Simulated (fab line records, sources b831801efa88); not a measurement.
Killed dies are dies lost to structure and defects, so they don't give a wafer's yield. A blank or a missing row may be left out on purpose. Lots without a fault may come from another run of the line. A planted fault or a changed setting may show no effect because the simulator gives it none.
fab line records | flow sky130
record lots=7 wafers=21 last_day=50
route steps=708 shown METAL1@446 VIA1@458 PAD_OPEN@708
lots that met no fault: from a run of the same line without faults
start_h: hours from the record's first day to the start of the lot's first wafer shown | wait_h: hours since the lot's step before | " the same as in the row above | L1.1+2: a row that stands for several wafers | - no value, or no start given | * or withheld: withheld | < > ~ a bound
route shown NAME@n: a module of which the file shows steps, and the number in the route of the first | usual: mean/standard deviation of fault-free wafers | same: alike in all rows | chamber/n: place in a boat | sites: the reading at each site | _std_site: their standard deviation | _edge_site: outer sites' mean less inner sites' | radius_mm: how far each site lies from the wafer's centre | mask NAME#n: copy n | behind: the tool/chamber that last shaped the wafer | hold: why the lot was held/for how many hours/how that ended | device: the transistor (n, p or np) that didn't switch | end of line: the same wafers' tests at the end of the route | a step without rows: its recipe alone | killed: dies lost to structure and defects at the first sort, not the wafer's yield | map: a wafer's dies, x killed, . not, _ none there
set.NAME: the setting as run; set.NAME@STEP: as run at that earlier step | model.NAME: the simulator's own value behind a step, which no gauge read
lots at some steps of the route; a table a step, a row a wafer
services: from which hour (start_h, from the record's first day; less than 0 if before it) a tool's chamber was out of use, for how many hours, and why
## steps
# step SKY_METAL1_EXPOSE_12
# recipe mask_id=MM1 na=0.8 source_shape=annular sigma_inner=0.55 sigma_outer=0.85 target_cd_nm=140 dose_mj=28
# step SKY_METAL1_PEB_13
# recipe peb_temp_c=withheld peb_time_s=withheld resist=KrF-thick
# step SKY_METAL1_DEVELOP_14
# recipe develop_time_s=60 resist=KrF-thick dev_temp_c=21
# step SKY_METAL1_CD_MEAS_15
# recipe target_cd_nm=140
# usual cd_nm=139.8/1.4
# columns lot.wafer tool chamber start_h wait_h cd_nm
L541.2 cd_sem-02 - 790.46 - 139.0
L541.3 " - " " 140.2
L541.4 " - " " 140.1
L546.1 cd_sem-02 - 824.59 - 140.2
L546.2 " - " " 139.6
L546.5 " - " " 140.4
L547.2 cd_sem-01 - 844.16 - 143.4
L547.3 " - " " 145.4
L547.6 " - " " 143.1
L548.1 cd_sem-01 - 846.14 - 137.9
L548.2 " - " " 138.7
L548.3 " - " " 138.7
L554.1 cd_sem-01 - 898.19 - 141.7
L554.2 " - " " 140.7
L554.3 " - " " 140.6
L556.3 cd_sem-02 - 905.43 - 141.6
L556.4 " - " " 140.6
L556.5 " - " " 141.7
L560.1 cd_sem-01 - 934.59 - 139.7
L560.3 " - " " 139.0
L560.4 " - " " 139.1
# step SKY_METAL1_OVL_MEAS_16
# usual METAL1_OVL=5/6
# columns lot.wafer tool chamber start_h wait_h METAL1_OVL[nm]
L541.2 overlay-02 - 790.56 0.1 5
L541.3 " - " " -4
L541.4 " - " " 0
L546.1 overlay-01 - 824.71 0.1 7
L546.2 " - " " 10
L546.5 " - " " 9
L547.2 overlay-01 - 844.26 0.1 2
L547.3 " - " " 14
L547.6 " - " " 3
L548.1 overlay-01 - 846.26 0.1 6
L548.2 " - " " -1
L548.3 " - " " 2
L554.1 overlay-01 - 898.31 0.1 2
L554.2 " - " " 5
L554.3 " - " " -1
L556.3 overlay-02 - 905.52 0.1 8
L556.4 " - " " 10
L556.5 " - " " 6
L560.1 overlay-02 - 934.71 0.1 6
L560.3 " - " " 6
L560.4 " - " " 11
# step SKY_METAL1_DESCUM_17
# recipe chemistry=O2 source_power_w=150 bias_power_w=0 pressure_mtorr=10 temp_c=40 time_s=8
# usual drypump_motor_current_A=5.8/0.4 oes_product_au=0.997/0.008
# columns lot.wafer tool chamber start_h wait_h drypump_motor_current_A oes_product_au rf_hours_counter_h
L541.2 rie_metal-01 0 790.59 0.0 5.6 0.999 6
L541.3 " 1 " " 5.7 1.004 -
L541.4 " 0 " " 5.6 0.998 -
L546.1 rie_metal-03 1 824.75 0.0 5.6 0.992 2
L546.2 " 1 " " 5.6 1.004 -
L546.5 " 1 " " 5.6 0.998 -
L547.2 rie_metal-03 1 844.29 0.0 5.7 0.996 3
L547.3 " 0 " " 6.0 1.006 -
L547.6 " 1 " " 5.6 0.993 -
L548.1 rie_metal-01 0 846.29 0.0 5.7 0.989 9
L548.2 " 1 " " 5.7 1.010 13
L548.3 " 1 " " 5.7 1.000 -
L554.1 rie_metal-04 0 898.34 0.0 6.4 1.001 7
L554.2 " 1 " " 5.1 0.989 10
L554.3 " 1 " " 5.1 0.981 -
L556.3 rie_metal-01 1 905.55 0.0 5.7 0.999 -
L556.4 " 0 " " 5.6 0.992 -
L556.5 " 0 " " 5.6 0.992 -
L560.1 rie_metal-04 0 934.74 0.0 6.4 0.995 9
L560.3 " 1 " " 5.1 0.981 -
L560.4 " 0 " " 6.5 0.994 -
# step SKY_METAL1_ETCH_18
# recipe chemistry=N2/H2 target=BARC ion_energy_ev=200 bias_w=100 pressure_mtorr=30 n2_flow_sccm=100 h2_flow_sccm=200 icp_w=500 stop_on=SiO2 time_s=45.9 target_depth_a=600
# usual drypump_motor_current_A=5.8/0.4 oes_product_au=0.854/0.0049 throttle_valve_pct=13.224/0.0081
# columns lot.wafer tool chamber start_h wait_h drypump_motor_current_A oes_product_au rf_hours_counter_h throttle_valve_pct
L541.2 rie_metal-01 0 790.62 0.0 5.6 0.850 6 13.220
L541.3 " 1 " " 5.7 0.849 - 13.224
L541.4 " 0 " " 5.6 0.858 - 13.210
L546.1 rie_metal-03 1 824.81 0.1 5.6 0.847 2 13.211
L546.2 " 1 " " 5.6 0.851 - 13.230
L546.5 " 1 " " 5.6 0.856 - 13.218
L547.2 rie_metal-03 1 844.32 0.0 5.6 0.857 3 13.216
L547.3 " 0 " " 6.0 0.858 - 13.241
L547.6 " 1 " " 5.6 0.856 - 13.219
L548.1 rie_metal-01 0 846.32 0.0 5.6 0.848 9 13.215
L548.2 " 1 " " 5.7 0.854 13 13.226
L548.3 " 1 " " 5.8 0.847 - 13.223
L554.1 rie_metal-04 0 898.37 0.0 6.5 0.848 7 13.224
L554.2 " 1 " " 5.1 0.850 10 13.212
L554.3 " 1 " " 5.1 0.854 - 13.226
L556.3 rie_metal-01 1 905.59 0.0 5.7 0.858 - 13.205
L556.4 " 0 " " 5.6 0.866 - 13.218
L556.5 " 0 " " 5.6 0.855 - 13.232
L560.1 rie_metal-04 0 934.79 0.0 6.5 0.858 9 13.228
L560.3 " 1 " " 5.1 0.846 - 13.227
L560.4 " 0 " " 6.5 0.854 - 13.229
# step SKY_METAL1_METAL_ETCH_19
# recipe target_depth_a=3600 stop_on=SiO2 over_etch_frac=0.3 time_s=78 chemistry=Cl2/BCl3 resist_sidewall_deg=88 pressure_mtorr=10 icp_w=900 bias_w=48.5 Cl2_flow_sccm=60 bcl3_flow_sccm=30
# step SKY_METAL1_STRIP_20
# recipe chemistry=O2/N2 power_w=1400 pressure_mtorr=1500 platen_temp_c=withheld o2_flow_sccm=3000 n2_flow_sccm=300 overash_fraction=0.5
# step SKY_METAL1_STRIP_21
# recipe chemistry=post_etch_residue_remover time_s=1200 temp_c=72.5
# step SKY_METAL1_CLEAN_22
# recipe chemistry=IPA time_s=180 temp_c=25
# step SKY_METAL1_CLEAN_23
# recipe chemistry=O3/DIW dry=n2_spin
# step SKY_VIA1_HDPCVD_00
# recipe material=SiO2 target_thk_nm=1030 sigma_open_frac=0.3 time_s=171.7 temp_c=400 sih4_flow_sccm=60 pressure_mtorr=6
# usual pressure_mtorr=5.999/0.013 run_length_s=199.8/0.88
# columns lot.wafer tool chamber start_h wait_h pressure_mtorr run_length_s
L541.2 hdpcvd-02 2 791.38 0.0 6.014 200.0
L541.3 " 1 " " 5.974 199.5
L541.4 " 0 " " 5.996 198.7
L546.1 hdpcvd-02 2 825.72 0.0 - -
L546.2 " 0 " " - -
L546.5 " 0 " " - -
L547.2 hdpcvd-02 1 845.07 0.0 - -
L547.3 " 0 " " - -
L547.6 " 0 " " - -
L548.1 hdpcvd-01 1 847.07 0.0 - -
L548.2 " 0 " " - -
L548.3 " 2 " " - -
L554.1 hdpcvd-01 0 899.24 0.0 6.029 200.6
L554.2 " 2 " " 6.004 198.5
L554.3 " 1 " " 5.993 200.5
L556.3 hdpcvd-01 0 906.35 0.0 5.993 200.5
L556.4 " 1 " " 6.017 200.5
L556.5 " 2 " " 6.004 198.6
L560.1 hdpcvd-01 0 935.70 0.0 6.021 200.4
L560.3 " 1 " " 5.989 200.4
L560.4 " 0 " " 5.995 200.2
# step SKY_VIA1_CMP_02
# recipe material=SiO2 down_force_psi=4 platen_rpm=60 pad_velocity_m_s=0.94248
# usual motor_current_A=12.3/1.1
# columns lot.wafer tool chamber start_h wait_h motor_current_A
L541.4 cmp-01 0 791.65 0.1 11.4
L541.3 " 1 " " 12.8
L541.2 " 2 " " 14.5
L546.1 cmp-02 3 825.89 0.1 13.1
L546.2 " 1 " " 12.5
L546.5 " 0 " " 11.4
L547.2 cmp-01 1 845.24 0.0 13.2
L547.3 " 3 " " 11.7
L547.6 " 1 " " 13.4
L548.2 cmp-01 0 847.24 0.0 11.6
L548.3 " 1 " " 13.3
L548.1 " 3 " " 11.3
L554.1 cmp-01 1 900.12 0.7 13.1
L554.2 " 2 " " 13.4
L554.3 " 3 " " 10.9
L556.3 cmp-01 2 906.53 0.0 13.7
L556.4 " 1 " " 13.5
L556.5 " 2 " " 13.5
L560.1 cmp-01 2 935.87 0.1 13.8
L560.3 " 3 " " 11.1
L560.4 " 0 " " 11.6
# step SKY_VIA1_BOW_MEAS_03
# recipe mode=bow
# usual VIA1_BOW=78/7
# columns lot.wafer tool chamber start_h wait_h VIA1_BOW[um]
L541.2 film_metro-02 - 791.92 0.1 73
L541.3 " - " " 85
L541.4 " - " " 89
L546.1 film_metro-02 - 826.19 0.2 74
L546.2 " - " " 71
L546.5 " - " " 77
L547.2 film_metro-03 - 845.56 0.3 76
L547.3 " - " " 80
L547.6 " - " " 86
L548.1 film_metro-02 - 847.54 0.1 90
L548.2 " - " " 82
L548.3 " - " " 77
L554.1 film_metro-02 - 900.44 0.3 82
L554.2 " - " " 78
L554.3 " - " " 79
L556.3 film_metro-03 - 906.87 0.3 69
L556.4 " - " " 73
L556.5 " - " " 80
L560.1 film_metro-03 - 936.17 0.2 73
L560.3 " - " " 80
L560.4 " - " " 78
# step SKY_VIA1_DEHYDRATE_04
# recipe temp_c=200 time_s=60
# step SKY_VIA1_HMDS_05
# recipe prime_time_s=60 prime_temp_c=120
# step SKY_VIA1_COAT_06
# recipe resist=BARC temp_c=withheld time_s=withheld spin_rpm=3000 resist_thk_nm=60
# step SKY_VIA1_COAT_07
# recipe resist=KrF-thick spin_rpm=3000 resist_thk_nm=450
# step SKY_VIA1_SOFTBAKE_08
# recipe temp_c=100 time_s=90 resist=KrF-thick
# step SKY_VIA1_EXPOSE_09
# recipe mask_id=VIM na=0.8 source_shape=annular sigma_inner=0.55 sigma_outer=0.85 target_cd_nm=150 dose_mj=38
# step SKY_VIA1_PEB_10
# recipe peb_temp_c=withheld peb_time_s=withheld resist=KrF-thick
# step SKY_VIA1_DEVELOP_11
# recipe develop_time_s=60 resist=KrF-thick dev_temp_c=21
# step SKY_VIA1_CD_MEAS_12
# recipe target_cd_nm=150
# usual cd_nm=150.4/1.5
# columns lot.wafer tool chamber start_h wait_h cd_nm
L541.2 cd_sem-02 - 815.46 - 150.3
L541.3 " - " " 151.5
L541.4 " - " " 151.3
L546.1 cd_sem-02 - 850.79 - 151.9
L546.2 " - " " 149.4
L546.5 " - " " 149.6
L547.2 cd_sem-02 - 870.36 - 151.2
L547.3 " - " " 149.2
L547.6 " - " " 151.9
L548.1 cd_sem-02 - 870.64 - 150.6
L548.2 " - " " 149.4
L548.3 " - " " 149.9
L554.1 cd_sem-01 - 925.24 - 149.9
L554.2 " - " " 148.7
L554.3 " - " " 150.9
L556.3 cd_sem-02 - 932.13 - 150.3
L556.4 " - " " 150.1
L556.5 " - " " 150.2
L560.1 cd_sem-02 - 960.04 - 150.1
L560.3 " - " " 149.6
L560.4 " - " " 149.3
# step SKY_VIA1_OVL_MEAS_13
# usual VIA1_OVL=-1/6.1
# columns lot.wafer tool chamber start_h wait_h VIA1_OVL[nm]
L541.2 overlay-02 - 815.56 0.1 3
L541.3 " - " " 8
L541.4 " - " " 3
L546.1 overlay-01 - 850.91 0.1 5
L546.2 " - " " 2
L546.5 " - " " 2
L547.2 overlay-01 - 870.46 0.1 -3
L547.3 " - " " -7
L547.6 " - " " -7
L548.1 overlay-02 - 870.76 0.1 3
L548.2 " - " " -1
L548.3 " - " " 2
L554.1 overlay-02 - 925.36 0.1 3
L554.2 " - " " 8
L554.3 " - " " 5
L556.3 overlay-02 - 932.22 0.1 -11
L556.4 " - " " -14
L556.5 " - " " -15
L560.1 overlay-02 - 960.16 0.1 2
L560.3 " - " " 0
L560.4 " - " " 1
# step SKY_VIA1_ETCH_14
# recipe chemistry=N2/H2 target=BARC ion_energy_ev=200 source_w=500 bias_w=100 pressure_mtorr=30 n2_flow_sccm=100 h2_flow_sccm=200 stop_on=SiO2 time_s=45.9 target_depth_a=600
# usual drypump_motor_current_A=5.7/0.39 oes_product_au=0.854/0.0047 throttle_valve_pct=13.226/0.0093
# columns lot.wafer tool chamber start_h wait_h drypump_motor_current_A oes_product_au rf_hours_counter_h throttle_valve_pct
L541.2 rie_diel-01 0 815.59 0.0 5.9 0.850 18 13.204
L541.3 " 3 " " 6.5 0.851 8 13.223
L541.4 " 1 " " 5.3 0.862 16 13.232
L546.1 rie_diel-04 2 850.95 0.0 5.7 0.858 15 13.225
L546.2 " 0 " " 5.1 0.843 8 13.225
L546.5 " 0 " " 5.1 0.849 - 13.239
L547.2 rie_diel-03 2 870.49 0.0 5.9 0.849 21 13.230
L547.3 " 1 " " 5.8 0.853 0 13.227
L547.6 " 3 " " 5.8 0.850 - 13.227
L548.1 rie_diel-04 1 870.80 0.0 6.3 0.853 23 13.222
L548.2 " 2 " " 5.7 0.858 16 13.233
L548.3 " 0 " " 5.1 0.858 8 13.223
L554.1 rie_diel-04 0 925.39 0.0 5.1 0.847 9 13.232
L554.2 " 1 " " 6.3 0.862 24 13.236
L554.3 " 2 " " 5.7 0.858 17 13.230
L556.3 rie_diel-01 0 932.25 0.0 5.8 0.848 21 13.210
L556.4 " 0 " " 5.8 0.846 - 13.241
L556.5 " 2 " " 6.2 0.855 - 13.223
L560.1 rie_diel-01 1 960.20 0.0 5.4 0.853 20 13.231
L560.3 " 0 " " 5.8 0.857 22 13.222
L560.4 " 3 " " 6.5 0.850 12 13.242
# step SKY_VIA1_ETCH_15
# recipe target=SiO2 chemistry=C4F8/O2/Ar target_depth_nm=351 stop_on=TiN mask_material=KrF-thick source_w=1500 bias_w=1200 pressure_mtorr=40 c4f8_flow_sccm=withheld O2_flow_sccm=6 Ar_flow_sccm=300 time_s=54
# usual oes_product_au=0.982/0.006
# columns lot.wafer tool chamber start_h wait_h oes_product_au model.etch.depth_nm
L541.2 rie_diel-01 0 815.63 0.0 0.982 344.4
L541.3 " 3 " " 0.980 344.8
L541.4 " 1 " " 0.993 346.1
L546.1 rie_diel-04 2 850.99 0.0 0.374 0
L546.2 " 0 " " 0.373 0
L546.5 " 0 " " 0.375 0
L547.2 rie_diel-03 2 870.53 0.0 0.379 0
L547.3 " 1 " " 0.367 0
L547.6 " 3 " " 0.373 0
L548.1 rie_diel-04 1 870.84 0.0 0.384 0
L548.2 " 2 " " 0.374 0
L548.3 " 0 " " 0.373 0
L554.1 rie_diel-04 0 925.44 0.0 0.989 346.6
L554.2 " 1 " " 0.989 341.3
L554.3 " 2 " " 0.988 345.2
L556.3 rie_diel-01 0 932.29 0.0 0.982 345.7
L556.4 " 0 " " 0.976 344.8
L556.5 " 2 " " 0.987 344.8
L560.1 rie_diel-01 1 960.24 0.0 0.986 344.7
L560.3 " 0 " " 0.990 344.3
L560.4 " 3 " " 0.984 346.6
# step SKY_VIA1_STRIP_16
# recipe chemistry=O2/N2 power_w=1400 pressure_mtorr=1500 platen_temp_c=withheld o2_flow_sccm=3000 n2_flow_sccm=300 overash_fraction=0.5
# usual drypump_motor_current_A=5.69/0.22 oes_product_au=0.416/0.0044 strip_time_to_endpoint_s=4.460/0.023
# columns lot.wafer tool chamber start_h wait_h drypump_motor_current_A oes_product_au rf_hours_counter_h strip_time_to_endpoint_s
L541.2 plasma_asher-03 1 815.68 0.0 5.77 0.421 66 4.439
L541.3 " 0 " " 5.86 0.416 - 4.451
L541.4 " 1 " " 5.77 0.410 - 4.450
L546.1 plasma_asher-03 1 851.04 0.0 5.79 0.416 70 4.437
L546.2 " 0 " " 5.83 0.422 70 4.429
L546.5 " 0 " " 5.86 0.409 - 4.437
L547.2 plasma_asher-03 1 870.58 0.0 5.76 0.416 72 4.434
L547.3 " 1 " " 5.76 0.414 - 4.459
L547.6 " 0 " " 5.86 0.414 - 4.470
L548.1 plasma_asher-01 1 870.89 0.0 5.82 0.415 106 4.457
L548.2 " 0 " " 5.46 0.414 106 4.449
L548.3 " 0 " " 5.45 0.419 - 4.418
L554.1 plasma_asher-03 1 925.48 0.0 5.74 0.416 77 4.428
L554.2 " 0 " " 5.85 0.418 77 4.444
L554.3 " 0 " " 5.87 0.418 - 4.424
L556.3 plasma_asher-01 1 932.37 0.1 5.81 0.420 - 4.455
L556.4 " 0 " " 5.43 0.414 - 4.448
L556.5 " 1 " " 5.83 0.414 - 4.480
L560.1 plasma_asher-01 1 960.29 0.0 5.84 0.416 115 4.461
L560.3 " 1 " " 5.84 0.419 - 4.468
L560.4 " 0 " " 5.44 0.431 - 4.466
# step SKY_PAD_OPEN_PROBE_99
# usual defect_limited_yield=82.6/1.8 killed_at_M0_to_M3=44/6.5 killed_at_M4_up=3.3/1.9 killed_at_contacts=23/4.7 killed_at_front_end=15/4.5 killed_at_other=0.2/0.52 killed_dies=86/8.9 killed_on_rim=17/3.7 killed_open=47/6.8 killed_short=39/6.1 sort_bin_3_pad_short=0.8/0.44 sort_bin_5_function=10.3/1.4 sort_bin_6_memory=6.3/1.1 sort_n_pass=406/8.9 sort_yield_pct=82.6/1.8
# same gross_dies=492 killed_at_back_side=0 sort_bin_4_leakage[%]=0 sort_bin_8_speed[%]=0
# columns lot.wafer tool chamber start_h wait_h defect_limited_yield[%] killed_at_M0_to_M3 killed_at_M4_up killed_at_contacts killed_at_front_end killed_at_other killed_dies killed_on_rim killed_open killed_short sort_bin_3_pad_short[%] sort_bin_5_function[%] sort_bin_6_memory[%] sort_n_pass sort_yield_pct[%]
L546.1 prober-02 - 1119.58 0.1 0 484 1 3 4 0 492 96 9 5 22.4 75.2 2.4 0 0
L546.2 prober-02 - 1119.63 0.1 0 488 0 3 1 0 492 96 4 4 23.2 73.8 3.0 0 0
L546.5 prober-02 - 1119.78 0.2 0 486 1 3 2 0 492 96 5 6 21.3 75.8 2.8 0 0
L547.2 prober-01 - 1134.85 0.1 0 479 0 9 4 0 492 96 13 8 22.6 75.6 1.8 0 0
L547.3 prober-01 - 1134.90 0.2 0 483 0 4 5 0 492 96 14 5 22.6 74.6 2.8 0 0
L547.6 prober-01 - 1135.05 0.2 0 478 2 6 6 0 492 96 15 14 28.9 69.5 1.6 0 0
L548.1 prober-02 - 1136.31 0.1 0 485 0 5 2 0 492 96 6 7 22.0 75.4 2.6 0 0
L548.2 prober-02 - 1136.36 0.1 0 485 0 3 4 0 492 96 9 10 25.2 71.5 3.3 0 0
L548.3 prober-02 - 1136.41 0.2 0 480 1 5 6 0 492 96 10 8 25.2 72.8 2.0 0 0
L554.1 prober-02 - 1174.67 0.1 82.5 46 2 21 17 0 86 24 50 36 1.2 10.8 5.5 406 82.5
L554.2 prober-02 - 1174.72 0.1 80.1 43 2 39 12 2 98 21 44 54 1.4 11.4 7.1 394 80.1
L554.3 prober-02 - 1174.77 0.2 83.9 31 1 32 15 0 79 12 46 33 0.8 9.3 5.9 413 83.9
L556.3 prober-01 - 1180.47 0.2 85.4 33 0 15 24 0 72 16 42 30 0.8 10.2 3.7 420 85.4
L556.4 prober-01 - 1180.52 0.2 85.8 30 4 19 17 0 70 12 38 32 1.0 8.5 4.7 422 85.8
L556.5 prober-01 - 1180.57 0.2 81.3 51 1 21 17 2 92 16 49 43 2.0 11.0 5.7 400 81.3
L560.1 prober-01 - 1197.46 0.1 83.9 36 8 18 17 0 79 17 36 43 0.8 8.3 6.9 413 83.9
L560.3 prober-01 - 1197.56 0.2 82.5 46 4 25 11 0 86 22 41 45 0.2 11.2 6.1 406 82.5
L560.4 prober-01 - 1197.61 0.2 83.5 47 1 24 9 0 81 19 45 36 0.2 9.6 6.7 411 83.5
# killed by level:class
L546.1 VIA1:lost_pattern=477 FIELD_ISO:geometric_particle:open=2 LI_CONTACT:geometric_particle:open=2 METAL2:geometric_particle:short=2 POLY_GATE:geometric_particle:open=1 POLY_GATE:geometric_particle:short=1 VIA3:geometric_particle:open=1 CONTACT:geometric_particle:open=1
L546.2 VIA1:lost_pattern=481 VIA1:area_hdpcvd=3 POLY_GATE:geometric_particle:open=1 LOCAL_INTERCONNECT:geometric_particle:short=1 CONTACT:geometric_particle:short=1 CONTACT:geometric_particle:open=1 VIA1:geometric_particle:open=1 METAL2:geometric_particle:short=1
L546.5 VIA1:lost_pattern=480 FIELD_ISO:geometric_particle:short=1 POLY_CUT:geometric_particle:open=1 METAL2:geometric_particle:short=1 LOCAL_INTERCONNECT:geometric_particle:open=1 LOCAL_INTERCONNECT:geometric_particle:short=1 VIA1:geometric_particle:short=1 CONTACT:geometric_particle:open=1
L547.2 VIA1:lost_pattern=467 LOCAL_INTERCONNECT:geometric_particle:short=4 VIA1:area_hdpcvd=4 LI_CONTACT:geometric_particle:open=3 FIELD_ISO:geometric_particle:open=2 VIA1:geometric_particle:open=2 VIA3:geometric_particle:open=2 FIELD_ISO:geometric_particle:short=1
L547.3 VIA1:lost_pattern=471 METAL1:geometric_particle:open=4 FIELD_ISO:geometric_particle:open=2 CONTACT:geometric_particle:open=2 METAL2:geometric_particle:short=2 VIA1:area_hdpcvd=2 FIELD_ISO:geometric_particle:short=1 POLY_GATE:geometric_particle:open=1
L547.6 VIA1:lost_pattern=460 VIA1:geometric_particle:open=4 FIELD_ISO:geometric_particle:open=3 CONTACT:geometric_particle:open=3 VIA2:geometric_particle:short=3 VIA1:area_hdpcvd=3 VIA1:geometric_particle:short=2 METAL2:geometric_particle:short=2
L548.1 VIA1:lost_pattern=476 METAL1:geometric_particle:short=3 VIA1:area_hdpcvd=3 VIA1:geometric_particle:open=2 FIELD_ISO:geometric_particle:open=1 POLY_GATE:geometric_particle:short=1 LI_CONTACT:geometric_particle:open=1 LOCAL_INTERCONNECT:geometric_particle:short=1
L548.2 VIA1:lost_pattern=472 VIA3:geometric_particle:open=4 FIELD_ISO:geometric_particle:short=2 VIA1:geometric_particle:open=2 CONTACT:geometric_particle:open=2 METAL3:geometric_particle:short=2 SONOS_ONO:geometric_particle:short=1 SPACER:geometric_particle:open=1
L548.3 VIA1:lost_pattern=474 VIA1:geometric_particle:open=4 LI_CONTACT:geometric_particle:open=3 FIELD_ISO:geometric_particle:short=2 POLY_GATE:geometric_particle:short=1 POLY_GATE:geometric_particle:open=1 SPACER:geometric_particle:short=1 SPACER:geometric_particle:open=1
L554.1 VIA1:geometric_particle:open=9 VIA2:geometric_particle:open=9 VIA3:geometric_particle:open=7 VIA1:geometric_particle:short=7 CONTACT:geometric_particle:open=6 LI_CONTACT:geometric_particle:short=5 LI_CONTACT:geometric_particle:open=5 METAL1:geometric_particle:short=5
L554.2 CONTACT:geometric_particle:open=15 LI_CONTACT:geometric_particle:open=8 METAL2:geometric_particle:short=8 CONTACT:geometric_particle:short=7 METAL1:geometric_particle:short=6 LOCAL_INTERCONNECT:geometric_particle:short=6 VIA3:geometric_particle:short=6 VIA1:geometric_particle:open=6
L554.3 LI_CONTACT:geometric_particle:open=13 CONTACT:geometric_particle:open=11 VIA1:geometric_particle:open=5 FIELD_ISO:geometric_particle:open=4 POLY_GATE:geometric_particle:short=4 METAL2:geometric_particle:short=4 METAL1:geometric_particle:short=4 FIELD_ISO:geometric_particle:short=3
L556.3 VIA1:geometric_particle:open=10 FIELD_ISO:geometric_particle:open=7 FIELD_ISO:geometric_particle:short=6 VIA1:geometric_particle:short=5 LI_CONTACT:geometric_particle:open=5 CONTACT:geometric_particle:open=5 POLY_GATE:geometric_particle:short=4 POLY_GATE:geometric_particle:open=4
L556.4 CONTACT:geometric_particle:open=10 VIA1:geometric_particle:open=6 FIELD_ISO:geometric_particle:open=4 METAL1:geometric_particle:short=4 VIA1:geometric_particle:short=4 VIA3:geometric_particle:open=4 FIELD_ISO:geometric_particle:short=3 POLY_GATE:geometric_particle:open=3
L556.5 VIA1:geometric_particle:open=14 METAL2:geometric_particle:short=8 CONTACT:geometric_particle:open=7 VIA3:geometric_particle:open=6 VIA1:geometric_particle:short=5 LOCAL_INTERCONNECT:geometric_particle:short=5 FIELD_ISO:geometric_particle:open=4 FIELD_ISO:geometric_particle:short=4
L560.1 CONTACT:geometric_particle:open=7 METAL1:geometric_particle:short=7 VIA2:geometric_particle:open=6 VIA2:geometric_particle:short=5 METAL4:geometric_particle:short=5 POLY_GATE:geometric_particle:short=4 LOCAL_INTERCONNECT:geometric_particle:short=4 VIA1:geometric_particle:open=4
L560.3 VIA1:geometric_particle:open=11 CONTACT:geometric_particle:open=8 LI_CONTACT:geometric_particle:open=6 METAL2:geometric_particle:short=6 VIA2:geometric_particle:open=6 METAL1:geometric_particle:short=5 VIA3:geometric_particle:open=5 SPACER:geometric_particle:short=4
L560.4 CONTACT:geometric_particle:open=9 VIA1:geometric_particle:open=9 VIA3:geometric_particle:open=7 VIA2:geometric_particle:open=6 LI_CONTACT:geometric_particle:open=5 METAL1:geometric_particle:short=5 METAL2:geometric_particle:short=5 LI_CONTACT:geometric_particle:short=4
# map L546.1 (x killed, . not)
__________xxxxxxxxxx_________
________xxxxxxxxxxxxxx_______
______xxxxxxxxxxxxxxxxxx_____
_____xxxxxxxxxxxxxxxxxxxx____
____xxxxxxxxxxxxxxxxxxxxxx___
___xxxxxxxxxxxxxxxxxxxxxxxx__
__xxxxxxxxxxxxxxxxxxxxxxxxxx_
_xxxxxxxxxxxxxxxxxxxxxxxxxxxx
_xxxxxxxxxxxxxxxxxxxxxxxxxxxx
_xxxxxxxxxxxxxxxxxxxxxxxxxxxx
_xxxxxxxxxxxxxxxxxxxxxxxxxxxx
_xxxxxxxxxxxxxxxxxxxxxxxxxxxx
_xxxxxxxxxxxxxxxxxxxxxxxxxxxx
_xxxxxxxxxxxxxxxxxxxxxxxxxxxx
_xxxxxxxxxxxxxxxxxxxxxxxxxxxx
__xxxxxxxxxxxxxxxxxxxxxxxxxx_
___xxxxxxxxxxxxxxxxxxxxxxxx__
____xxxxxxxxxxxxxxxxxxxxxx___
_____xxxxxxxxxxxxxxxxxxxx____
______xxxxxxxxxxxxxxxxxx_____
________xxxxxxxxxxxxxx_______
__________xxxxxxxxxx_________
# map L547.2 (x killed, . not)
__________xxxxxxxxxx_________
________xxxxxxxxxxxxxx_______
______xxxxxxxxxxxxxxxxxx_____
_____xxxxxxxxxxxxxxxxxxxx____
____xxxxxxxxxxxxxxxxxxxxxx___
___xxxxxxxxxxxxxxxxxxxxxxxx__
__xxxxxxxxxxxxxxxxxxxxxxxxxx_
_xxxxxxxxxxxxxxxxxxxxxxxxxxxx
_xxxxxxxxxxxxxxxxxxxxxxxxxxxx
_xxxxxxxxxxxxxxxxxxxxxxxxxxxx
_xxxxxxxxxxxxxxxxxxxxxxxxxxxx
_xxxxxxxxxxxxxxxxxxxxxxxxxxxx
_xxxxxxxxxxxxxxxxxxxxxxxxxxxx
_xxxxxxxxxxxxxxxxxxxxxxxxxxxx
_xxxxxxxxxxxxxxxxxxxxxxxxxxxx
__xxxxxxxxxxxxxxxxxxxxxxxxxx_
___xxxxxxxxxxxxxxxxxxxxxxxx__
____xxxxxxxxxxxxxxxxxxxxxx___
_____xxxxxxxxxxxxxxxxxxxx____
______xxxxxxxxxxxxxxxxxx_____
________xxxxxxxxxxxxxx_______
__________xxxxxxxxxx_________
## services
# columns tool chamber start_h hours kind
hdpcvd-02 - 768.60 0.6 repair
cmp-01 - 773.75 3.8 repair
hdpcvd-01 - 774.34 0.6 repair
cmp-01 - 781.43 2.1 repair
cmp-01 - 782.40 1.8 repair
rie_metal-03 - 782.67 2.5 repair
cmp-02 - 789.24 4.1 repair
rie_metal-03 - 789.75 1.4 pm
rie_diel-04 3 790.04 21.8 repair
rie_metal-04 - 796.49 1.1 repair
plasma_asher-01 - 799.02 3.8 repair
rie_metal-04 0 803.90 6.0 repair
rie_diel-03 1 815.95 1.8 repair
rie_diel-04 - 857.61 0.7 repair
cmp-01 - 863.44 1.2 repair
rie_diel-04 - 877.54 14.6 pm
rie_diel-01 3 883.02 14.6 repair
rie_diel-03 1 916.66 1.3 repair
cmp-01 - 920.05 1.0 repair
rie_metal-01 1 923.62 8.6 repair
rie_diel-01 3 930.85 3.8 repair
rie_diel-01 0 938.40 7.3 repair
hdpcvd-02 - 950.25 15.0 pm
plasma_asher-01 - 954.32 1.4 repair
## key
first_sign step=SKY_VIA1_HDPCVD_00 reading=tool_record direction=missing
effect step=SKY_VIA1_ETCH_15 reading=oes_product_au direction=down sigmas=99+ usual=0.982 struck=0.375
effect step=SKY_PAD_OPEN_PROBE_99 reading=killed_at_M0_to_M3 direction=up sigmas=67 usual=44 struck=483
model_effect step=SKY_VIA1_ETCH_15 value=etch.depth_nm without=345.2 struck=0
met_at SKY_VIA1_HDPCVD_00
struck_wafers L546.1,L546.2,L546.5,L547.2,L547.3,L547.6,L548.1,L548.2,L548.3
later_rows_left_out L546.1,L546.2,L546.5,L547.2,L547.3,L547.6,L548.1,L548.2,L548.3
onset_between 791.38 825.72
fault kind=skipped_step_whole tool=hdpcvd-01,hdpcvd-02 chamber=- onset_h=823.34 steps=SKY_VIA1_HDPCVD_00 scope=struck_lots_only
# later_rows_left_out: the simulator's readings of these wafers behind a module that went badly wrong aren't trusted and aren't shown, but for the sort
